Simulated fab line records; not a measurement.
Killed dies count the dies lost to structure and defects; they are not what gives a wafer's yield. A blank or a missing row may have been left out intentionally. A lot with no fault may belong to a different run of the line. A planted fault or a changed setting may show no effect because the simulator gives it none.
Matching of chambers	flow gf180mcu	GF_STI_ETCH_14 on rie_si-01: 4 sister chambers
The step etches Si in HBr/Cl2/O2, target depth 360 nm, time 102.9 s. 14 wafers are shown with their chamber, then 7 later ones without.

== WAFERS WITH THEIR CHAMBER ==
wafer	chamber	oes_product_au (a.u.)	throttle_valve_pct (%)	O2_flow_sccm (sccm)
L692.1	1	1.007	25.653	5.999
L692.4	3	0.997	25.659	6.022
L692.6	0	0.999	25.652	6.024
L695.2	2	1.003	25.658	5.978
L695.4	0	0.987	25.649	5.992
L695.5	2	1.008	25.658	5.982
L696.1	0	1.004	25.655	6.002
L696.2	2	1.002	25.659	5.996
L696.3	3	0.997	25.659	6.027
L705.2	3	1.001	25.651	6.002
L705.3	2	1.016	25.662	5.991
L705.6	3	0.995	25.650	6.010
L709.1	3	0.987	25.669	5.992
L709.2	2	0.997	25.658	6.000

SIGNATURES, as means of the wafers listed above
reading	chamber 0	chamber 1	chamber 2	chamber 3	scatter within a chamber
oes_product_au	0.99667	1.00700	1.00520	0.99540	0.00683
throttle_valve_pct	25.65200	25.65300	25.65900	25.65760	0.00515
O2_flow_sccm	6.00600	5.99900	5.98940	6.01060	0.013
Rule: distance of a wafer from a chamber = root of the sum over the readings of ((wafer's reading minus chamber's mean) / reading's scatter) squared. The wafer belongs to the nearest chamber; if the next one is less than 2 further off, it can't be placed. The scatter: the root of (the sum of the squares of (reading less its chamber's mean) over the shown wafers, divided by (wafers less chambers)).

== WAFERS MISSING THEIR CHAMBER ==
wafer	oes_product_au (a.u.)	throttle_valve_pct (%)	O2_flow_sccm (sccm)
L709.3	1.002	25.665	5.991
L711.3	1.003	25.640	5.999
L711.5	1.014	25.647	6.019
L711.6	1.001	25.673	6.029
L715.3	1.005	25.666	5.990
L715.4	0.998	25.669	6.012
L715.6	1.000	25.654	5.989

== EACH ONE'S CHAMBER ==
wafer	from the rows above	in truth
L709.3	can't be placed: 2 or 3 or 1 or 0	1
L711.3	can't be placed: 0 or 1 or 3 or 2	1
L711.5	can't be placed: 1 or 0 or 3 or 2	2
L711.6	can't be placed: 3 or 2 or 0 or 1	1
L715.3	can't be placed: 2 or 1 or 3 or 0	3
L715.4	can't be placed: 3 or 2 or 0 or 1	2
L715.6	can't be placed: 2 or 1 or 0 or 3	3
Correct placement for 0 of the 7. Not placeable from these rows: 7 (in 7, the candidates include the true chamber). Wrongly placed: 0.
